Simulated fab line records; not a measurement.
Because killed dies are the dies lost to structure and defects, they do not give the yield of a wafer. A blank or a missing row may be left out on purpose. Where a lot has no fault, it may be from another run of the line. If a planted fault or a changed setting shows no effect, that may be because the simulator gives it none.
Comparing a struck lot with a sound one -- flow sfq_line -- 26 steps out of a route of 325
Sound: these wafers, L733.1, L733.2, L733.5. Struck: wafer L739.2 (left out: L739.1, L739.4 of the same lot, which were not struck); the cause appears at the end.
Each step with rows lists, per side, the tool, then ch with its chambers, then its first start. Under that, the readings that differ: sound wafers -- struck wafers -- difference of the means -- sigmas: that difference in standard deviations of wafers without a fault.
alike: a reading whose means differ by less than 2 such deviations, as well as words and numbers matching on both sides. not compared: withheld readings; readings where some wafer has no value; bounds like >300 that might hide an equal value; numbers whose values overlap and for which the record gives no deviation.
The two part at a step that has a row with sigmas, a row that says differs or no value, or rows on one side only. Numbers that don't overlap but have no deviation are shown without sigmas and don't part them. A reading that every wafer of one side lacks parts them only if that side has two wafers or more.

SFQ_L0_RS_MEAS_901: the measuring method here is four-point-probe.
  sound: film_metro-03 at day 2 18:34; struck: film_metro-03 at day 4 00:34
  alike: L0_MONX_KI_RS
SFQ_L0_THK_MEAS_902: measures by xrf.
  sound: film_metro-03 at day 2 18:41; struck: film_metro-03 at day 4 00:41
  alike: L0_MONX_KI_THK
then, 6 steps without rows for these wafers: SFQ_TRILAYER_L0_LITHO_COAT_010 (resist thk 62 nm); SFQ_TRILAYER_L0_LITHO_COAT_005 (resist thk 600 nm); SFQ_TRILAYER_L0_LITHO_SOFTBAKE_009; SFQ_TRILAYER_L0_LITHO_EXPOSE_006 (exposes mask L0, target cd 2000 nm); SFQ_TRILAYER_L0_LITHO_PEB_008 (peb time 60 s); SFQ_TRILAYER_L0_LITHO_DEVELOP_007 (time 60 s).
-- the record jumps here: 3 days lie between the struck wafers' starts before and after --
SFQ_TRILAYER_L0_BARC_OPEN_METAL_ETCH_010: etches BARC in O2, target depth 125 nm, time 41.7 s.
  sound on rie_metal-01 ch 0,1, day 5 20:59; struck on rie_metal-03 ch 1, day 7 02:50
  alike: bias_w, drypump_motor_current_A, oes_product_au
  not compared: rf_hours_counter_h
SFQ_TRILAYER_L0_ETCH_METAL_ETCH_008: etches MoNx KI in SF6/O2, stops on SiO2, target depth 50 nm, time 25 s.
  sound on rie_metal-01 ch 0,1, day 5 21:02; struck on rie_metal-03 ch 1, day 7 02:57
  alike: bias_w, drypump_motor_current_A, oes_product_au
  not compared: rf_hours_counter_h
SFQ_TRILAYER_L0_STRIP_STRIP_009: strips in O2.
  sound on rie_metal-01 ch 0,1, day 5 21:05; struck on rie_metal-03 ch 1, day 7 03:03
  alike: drypump_motor_current_A, oes_product_au
  not compared: rf_hours_counter_h
then, 1 step without rows for these wafers: SFQ_TRILAYER_L0_STRIP_SOLV_CLEAN_010 (cleans in NMP, time 600 s).
SFQ_TRILAYER_L0_CAP_PECVD_011: deposits SiO2 from SiH4/N2O, time 13.333 s, target thk 60 nm.
  sound on pecvd-03 ch 1,2, day 5 22:02; struck on pecvd-03 ch 2, day 7 04:25
reading,sound,struck,difference,sigmas
model.SiO2_of_TRILAYER_L0_CAP_PECVD_011.thk_nm (nm),59.95 59.69 60.73,43.12,-17.00,
  alike: heater_power_outer_w, heater_power_w, throttle_valve_pct
then, 6 steps without rows for these wafers: SFQ_TRILAYER_L0_VIA_LITHO_COAT_018 (resist thk 62 nm); SFQ_TRILAYER_L0_VIA_LITHO_COAT_013 (resist thk 650 nm); SFQ_TRILAYER_L0_VIA_LITHO_SOFTBAKE_017; SFQ_TRILAYER_L0_VIA_LITHO_EXPOSE_014 (exposes mask L0V, target cd 700 nm); SFQ_TRILAYER_L0_VIA_LITHO_PEB_016 (peb time 60 s); SFQ_TRILAYER_L0_VIA_LITHO_DEVELOP_015 (time 60 s).
-- the record jumps here: 3 days lie between the struck wafers' starts before and after --
SFQ_L0V_OVL_MEAS_903:
  sound: overlay-02 at day 9 12:31; struck: overlay-01 at day 10 15:22
  alike: L0V_OVL
SFQ_TRILAYER_L0_VIA_BARC_OPEN_VIA_ETCH_021: etches BARC in O2, target depth 125 nm, time 41.7 s.
  sound on rie_diel-02 ch 2,3, day 9 12:33; struck on rie_diel-03 ch 0, day 10 15:24
  alike: bias_w, drypump_motor_current_A, oes_product_au
  not compared: rf_hours_counter_h
SFQ_TRILAYER_L0_VIA_ETCH_VIA_ETCH_016: etches SiO2 in CHF3, stops on MoNx KI, target depth 80 nm.
  sound on rie_diel-02 ch 2,3, day 9 12:35; struck on rie_diel-03 ch 0, day 10 15:26
reading,sound,struck,difference,sigmas
oes_product_au (a.u.),0.847 0.837 0.850,0.708,-0.137,-19
model.etch.depth_nm (nm),59.95 59.69 60.73,43.12,-17.00,
model.L0V.feature_depth_nm (nm),59.95 59.69 60.73,43.12,-17.00,
  alike: bias_w, drypump_motor_current_A
SFQ_TRILAYER_L0_VIA_STRIP_STRIP_017: strips in O2.
  sound on rie_metal-01 ch 0,1, day 9 12:38; struck on rie_metal-04 ch 1, day 10 15:29
  alike: drypump_motor_current_A, oes_product_au
  not compared: rf_hours_counter_h
then, 1 step without rows for these wafers: SFQ_TRILAYER_L0_VIA_STRIP_SOLV_CLEAN_018 (cleans in NMP, time 600 s).
SFQ_TRILAYER_M0_DEP_PRE_CLEAN_020: time 15 s.
  sound: pvd_sputter-05 at day 9 13:25; struck: pvd_sputter-04 at day 10 16:16
reading,sound,struck,difference,sigmas
model.SiO2_of_TRILAYER_L0_CAP_PECVD_011.thk_nm (nm),54.95 54.69 55.73,38.12,-17.00,
then, 1 step without rows for these wafers: SFQ_TRILAYER_M0_DEP_SPUTTER_019 (material Nb, target thk 200 nm, time 133.3 s).

WHERE THEY PART
At SFQ_TRILAYER_L0_VIA_ETCH_VIA_ETCH_016 and nowhere else, as far as this record goes. Later steps at which nothing parts them and some readings are alike: SFQ_TRILAYER_L0_VIA_STRIP_STRIP_017.

WHY: the cause the simulator had injected
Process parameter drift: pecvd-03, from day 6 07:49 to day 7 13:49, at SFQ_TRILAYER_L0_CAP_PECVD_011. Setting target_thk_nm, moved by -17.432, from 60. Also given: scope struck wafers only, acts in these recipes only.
